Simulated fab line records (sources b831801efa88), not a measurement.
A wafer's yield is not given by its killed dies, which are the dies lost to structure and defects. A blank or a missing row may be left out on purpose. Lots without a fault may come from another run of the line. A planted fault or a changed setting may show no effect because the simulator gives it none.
Which tool did it? + flow gf180mcu + 40 wafers from 14 lots sampled at 3 of the route's 602 steps

WHAT EACH GAUGE READ, for each wafer
GF_HV_LDD_OVL_MEAS_32.
| lot  | measured     | on         | HV_LDD_02_OVL (nm) |
|------|--------------|------------|--------------------|
| L475 | day 12 01:12 | overlay-02 | -0.6 1.7 1.7       |
| L477 | day 12 12:49 | overlay-01 | 0.7 2.1 2.0        |
| L478 | day 12 22:01 | overlay-01 | 0.4 -0.6 0.6       |
| L479 | day 13 01:53 | overlay-01 | 1.2 1.8 0.6        |
| L480 | day 13 05:45 | overlay-02 | -3.3 0.1 -1.5      |
| L481 | day 13 14:55 | overlay-01 | -3.2 -2.4 -2.5     |
| L482 | day 14 03:13 | overlay-01 | 0.9 1.1 -0.9       |
| L483 | day 14 05:59 | overlay-01 | 0.7 0.3 2.5        |
| L485 | day 15 00:13 | overlay-02 | 1.1 -0.3 -0.3      |
| L486 | day 15 10:19 | overlay-01 | -0.3 -0.8 -0.3     |
| L487 | day 15 17:46 | overlay-01 | 1.0 -0.2 1.0       |
| L490 | day 16 14:31 | overlay-02 | 2.5 1.5            |
| L493 | day 17 20:34 | overlay-02 | -2.6 0.1           |
| L497 | day 19 09:19 | overlay-02 | 1.7 1.4 2.1        |

GF_HV_LDD_TW_MEAS_50.
| lot  | measured     | on           | HV_LDD_4_TW |
|------|--------------|--------------|-------------|
| L475 | day 12 21:08 | filmMetro-02 | 570 567 569 |
| L477 | day 13 09:19 | filmMetro-02 | 569 567 571 |
| L478 | day 13 19:21 | filmMetro-04 | 582 577 577 |
| L479 | day 13 23:19 | filmMetro-02 | 571 570 569 |
| L480 | day 14 03:11 | filmMetro-04 | 576 576 577 |
| L481 | day 14 12:33 | filmMetro-04 | 576 579 578 |
| L482 | day 15 00:47 | filmMetro-01 | 576 575 574 |
| L483 | day 15 04:06 | filmMetro-02 | 563 569 570 |
| L485 | day 15 22:38 | filmMetro-02 | 571 567 569 |
| L486 | day 16 08:40 | filmMetro-01 | 575 576 575 |
| L487 | day 16 16:31 | filmMetro-04 | 574 574 571 |
| L490 | day 17 13:30 | filmMetro-04 | 576 574     |
| L493 | day 18 19:23 | filmMetro-04 | 573 575     |
| L497 | day 20 10:16 | filmMetro-01 | 578 577 575 |

GF_HV_LDD_THK_MEAS_55.
| lot  | measured     | on           | HV_LDD_CVD_54_THK (nm) |
|------|--------------|--------------|------------------------|
| L475 | day 12 22:28 | filmMetro-02 | 10.13 10.21 10.21      |
| L477 | day 13 10:38 | filmMetro-04 | 10.16 10.06 9.97       |
| L478 | day 13 20:40 | filmMetro-01 | 10.06 10.08 10.11      |
| L479 | day 14 00:38 | filmMetro-01 | 10.11 10.02 10.17      |
| L480 | day 14 04:31 | filmMetro-02 | 9.91 10.05 9.92        |
| L481 | day 14 13:52 | filmMetro-02 | 10.01 10.04 9.93       |
| L482 | day 15 02:07 | filmMetro-01 | 10.20 10.36 10.25      |
| L483 | day 15 05:26 | filmMetro-04 | 10.02 10.06 10.09      |
| L485 | day 15 23:58 | filmMetro-02 | 9.96 10.07 10.01       |
| L486 | day 16 09:59 | filmMetro-02 | 9.92 9.97 9.79         |
| L487 | day 16 17:53 | filmMetro-01 | 9.81 9.89 9.70         |
| L490 | day 17 14:53 | filmMetro-02 | 10.33 10.22            |
| L493 | day 18 20:43 | filmMetro-01 | 10.17 10.19            |
| L497 | day 20 12:06 | filmMetro-01 | 9.95 9.89 9.95         |

TOOL THAT RAN EACH LOT (tool first, then ch and the chambers of the sampled wafers, then the start)
No process step before these readings appears in the record.

AS READ BY THE TOOLS THEMSELVES (means over the sampled wafers that have a number; for cases with no such wafer, the mark the record gives instead)
The record holds no such reading with a usual standard deviation.

THE ANSWER, worked out from the rows above alone
Rule: the usual values come from the lots themselves. Put in order of their means at a reading, lots are off if they are a third of the lots or fewer, leave a main group of 4 or more, and stand apart from it by a gap of 3 or more times the standard deviation of the main group's means; of several such gaps the widest counts. The tables above print the reading to a certain number of digits; a main group whose means all agree to those digits is not used. A lot without any number at a reading at which 4 lots or more have one is off too. The other lots that the step has rows for count as sound. After the gauges, taken in route order, come the tools' own readings; for these a lot's mean is taken, as printed above. At the first step where some lot is off, the reading lying furthest off is the one used; lots without a number count as furthest.
No lot is off on any of the readings shown, so nothing can be concluded from this.

WHAT THE SIMULATOR HAD INSERTED
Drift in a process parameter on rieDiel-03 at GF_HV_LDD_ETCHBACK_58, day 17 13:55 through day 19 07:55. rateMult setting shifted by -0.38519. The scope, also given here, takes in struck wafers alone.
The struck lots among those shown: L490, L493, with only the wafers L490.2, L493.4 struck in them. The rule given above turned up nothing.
